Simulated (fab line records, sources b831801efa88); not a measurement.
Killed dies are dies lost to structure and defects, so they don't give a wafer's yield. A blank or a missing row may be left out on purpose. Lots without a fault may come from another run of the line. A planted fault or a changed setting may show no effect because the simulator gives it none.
Chamber matching | flow sky130 | SKY_VIA1_CMP_24 on cmp-02: 4 sister chambers
The step polishes, stops on SiO2, t overpolish 15 s, target thk 0 nm. 16 wafers are shown with their chamber, then 8 later ones without.

WAFERS WITH THEIR CHAMBER
wafer  | chamber | motor_current_A (A) | time_to_endpoint_s (s) | overpolish_run_s (s)
L111.1 | 1       | 11.4                | 64                     | 15.019
L111.4 | 2       | 11.0                | 68                     | 14.999
L111.6 | 0       | 12.8                | 61                     | 14.994
L112.3 | 0       | 14.1                | 56                     | 14.998
L112.4 | 1       | 11.7                | 66                     | 14.994
L112.5 | 0       | 13.3                | 57                     | 14.988
L114.1 | 0       | 13.0                | 58                     | 15.002
L114.2 | 3       | 11.1                | 64                     | 15.003
L114.4 | 1       | 11.6                | 68                     | 14.992
L115.4 | 2       | 11.0                | 69                     | 14.987
L115.5 | 3       | 11.3                | 63                     | 15.002
L115.6 | 2       | 11.0                | 71                     | 15.008
L116.2 | 1       | 11.3                | 67                     | 14.996
L116.5 | 0       | 13.5                | 62                     | 15.011
L116.6 | 3       | 11.4                | 64                     | 15.007
L119.1 | 2       | 10.2                | 62                     | 15.017

SIGNATURES (means of the wafers above)
reading            | chamber 0 | chamber 1 | chamber 2 | chamber 3 | scatter within a chamber
motor_current_A    | 13.340    | 11.500    | 10.800    | 11.267    | 0.37
time_to_endpoint_s | 58.80     | 66.25     | 67.50     | 63.67     | 2.6
overpolish_run_s   | 14.99860  | 15.00025  | 15.00275  | 15.00400  | 0.0103
Rule: a wafer's distance from a chamber is the root of the sum, over the readings, of the square of ((its reading less the chamber's mean) divided by the reading's scatter). The wafer belongs to the nearest chamber; if the next one is less than 2 further off, it can't be placed. The scatter: the root of (the sum of the squares of (reading less its chamber's mean) over the shown wafers, divided by (wafers less chambers)).

WAFERS WITHOUT THEIR CHAMBER
wafer  | motor_current_A (A) | time_to_endpoint_s (s) | overpolish_run_s (s)
L119.4 | 12.9                | 57                     | 14.996
L119.6 | 10.9                | 63                     | 15.003
L126.2 | 10.7                | 62                     | 14.999
L126.3 | 13.1                | 59                     | 15.009
L126.6 | 13.4                | 55                     | 14.982
L131.2 | 11.0                | 68                     | 15.001
L131.4 | 10.8                | 64                     | 15.004
L131.6 | 11.0                | 64                     | 15.006

WHICH CHAMBER EACH WENT THROUGH
wafer  | from the rows above          | in truth
L119.4 | 0                            | 0
L119.6 | can't be placed: 3 or 2 or 1 | 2
L126.2 | can't be placed: 3 or 2 or 1 | 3
L126.3 | 0                            | 0
L126.6 | 0                            | 0
L131.2 | can't be placed: 2 or 1 or 3 | 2
L131.4 | can't be placed: 3 or 2 or 1 | 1
L131.6 | can't be placed: 3 or 2 or 1 | 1
Placed correctly: 3 of 8. Can't be placed from these rows: 5 (the true chamber is among the candidates in 5). Placed wrongly: 0.
